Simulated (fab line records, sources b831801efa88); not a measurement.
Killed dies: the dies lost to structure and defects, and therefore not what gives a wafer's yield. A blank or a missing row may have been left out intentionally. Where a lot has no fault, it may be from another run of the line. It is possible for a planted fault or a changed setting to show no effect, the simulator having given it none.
Which of the tools did it? / flow gf180mcu / Sampling: 13 lots, 39 wafers, 2 of 602 route steps

== WHAT THE GAUGES READ, wafer by wafer ==
GF_V5_RS_MEAS_24: measurement is done with a four-point probe.
lot=L793; measured=day 27 07:19; on=filmMetro-02; V5_W_RS (ohm/sq)=0.322 0.326 0.326
lot=L795; measured=day 28 03:29; on=filmMetro-03; V5_W_RS (ohm/sq)=0.321 0.318 0.320
lot=L796; measured=day 28 12:31; on=filmMetro-01; V5_W_RS (ohm/sq)=0.333 0.326 0.333
lot=L800; measured=day 29 15:31; on=filmMetro-01; V5_W_RS (ohm/sq)=0.327 0.332 0.326
lot=L801; measured=day 30 04:07; on=filmMetro-01; V5_W_RS (ohm/sq)=0.328 0.330 0.329
lot=L807; measured=day 31 17:16; on=filmMetro-02; V5_W_RS (ohm/sq)=0.322 0.321 0.323
lot=L808; measured=day 31 22:22; on=filmMetro-01; V5_W_RS (ohm/sq)=0.318 0.322 0.324
lot=L809; measured=day 32 05:50; on=filmMetro-02; V5_W_RS (ohm/sq)=0.321 0.321 0.320
lot=L812; measured=day 33 00:23; on=filmMetro-01; V5_W_RS (ohm/sq)=0.320 0.320 0.327
lot=L813; measured=day 33 01:25; on=filmMetro-01; V5_W_RS (ohm/sq)=0.326 0.323 0.332
lot=L814; measured=day 33 10:25; on=filmMetro-01; V5_W_RS (ohm/sq)=0.328 0.326 0.322
lot=L815; measured=day 33 15:47; on=filmMetro-03; V5_W_RS (ohm/sq)=0.326 0.323 0.325
lot=L816; measured=day 33 22:14; on=filmMetro-02; V5_W_RS (ohm/sq)=0.330 0.323 0.324

== EACH LOT AND THE TOOL THAT RAN IT (in order: tool; ch and the chambers of the sampled wafers; start) ==
lot=L793; GF_V5_SPUTTER_22=pvdSputter-02, day 27 07:08
lot=L795; GF_V5_SPUTTER_22=pvdSputter-02, day 28 03:19
lot=L796; GF_V5_SPUTTER_22=pvdSputter-02, day 28 12:19
lot=L800; GF_V5_SPUTTER_22=pvdSputter-02, day 29 15:22
lot=L801; GF_V5_SPUTTER_22=pvdSputter-02, day 30 03:56
lot=L807; GF_V5_SPUTTER_22=pvdSputter-04, day 31 17:07
lot=L808; GF_V5_SPUTTER_22=pvdSputter-03, day 31 22:13
lot=L809; GF_V5_SPUTTER_22=pvdSputter-04, day 32 05:40
lot=L812; GF_V5_SPUTTER_22=pvdSputter-02, day 33 00:14
lot=L813; GF_V5_SPUTTER_22=pvdSputter-02, day 33 01:11
lot=L814; GF_V5_SPUTTER_22=pvdSputter-02, day 33 10:14
lot=L815; GF_V5_SPUTTER_22=pvdSputter-02, day 33 15:38
lot=L816; GF_V5_SPUTTER_22=pvdSputter-04, day 33 22:05
- GF_V5_SPUTTER_22: material TiN, target thk 10 nm, time 40 s.

== AS READ BY THE TOOLS THEMSELVES (means over the sampled wafers that have a number; for cases with no such wafer, the mark the record gives instead) ==
GF_V5_SPUTTER_22.
lot=L793; tool=pvdSputter-02; throttleValvePct (%)=30.6
lot=L795; tool=pvdSputter-02; throttleValvePct (%)=31.5
lot=L796; tool=pvdSputter-02; throttleValvePct (%)=31.1
lot=L800; tool=pvdSputter-02; throttleValvePct (%)=30.5
lot=L801; tool=pvdSputter-02; throttleValvePct (%)=30.7
lot=L807; tool=pvdSputter-04; throttleValvePct (%)=30.5
lot=L808; tool=pvdSputter-03; throttleValvePct (%)=29.6
lot=L809; tool=pvdSputter-04; throttleValvePct (%)=30.3
lot=L812; tool=pvdSputter-02; throttleValvePct (%)=31.7
lot=L813; tool=pvdSputter-02; throttleValvePct (%)=30.7
lot=L814; tool=pvdSputter-02; throttleValvePct (%)=30.3
lot=L815; tool=pvdSputter-02; throttleValvePct (%)=31.0
lot=L816; tool=pvdSputter-04; throttleValvePct (%)=30.6

== THE ANSWER, worked out from the rows above alone ==
Rule: the usual values come from the lots themselves. The widest of any qualifying gaps counts: lots, ordered by their means at a reading, are off when they make up no more than a third of the lots, leave a main group of 4 or more, and stand apart from it by 3 or more times the standard deviation of that group's means. If all means in a main group match to the digits the tables above print for the reading, that group is not used. A lot without any number at a reading at which 4 lots or more have one is off too. Where the step has rows for the other lots, those lots are counted as sound. Order of review: gauges by route order, followed by the tools' own readings, for which a lot's mean as printed above is used. The first step at which some lot is off is used, and at that step the reading that is off furthest; a lot without a number counts as furthest.
Nothing can be told from this: no lot is off at any reading shown.

== WHAT WAS PUT IN BY THE SIMULATOR ==
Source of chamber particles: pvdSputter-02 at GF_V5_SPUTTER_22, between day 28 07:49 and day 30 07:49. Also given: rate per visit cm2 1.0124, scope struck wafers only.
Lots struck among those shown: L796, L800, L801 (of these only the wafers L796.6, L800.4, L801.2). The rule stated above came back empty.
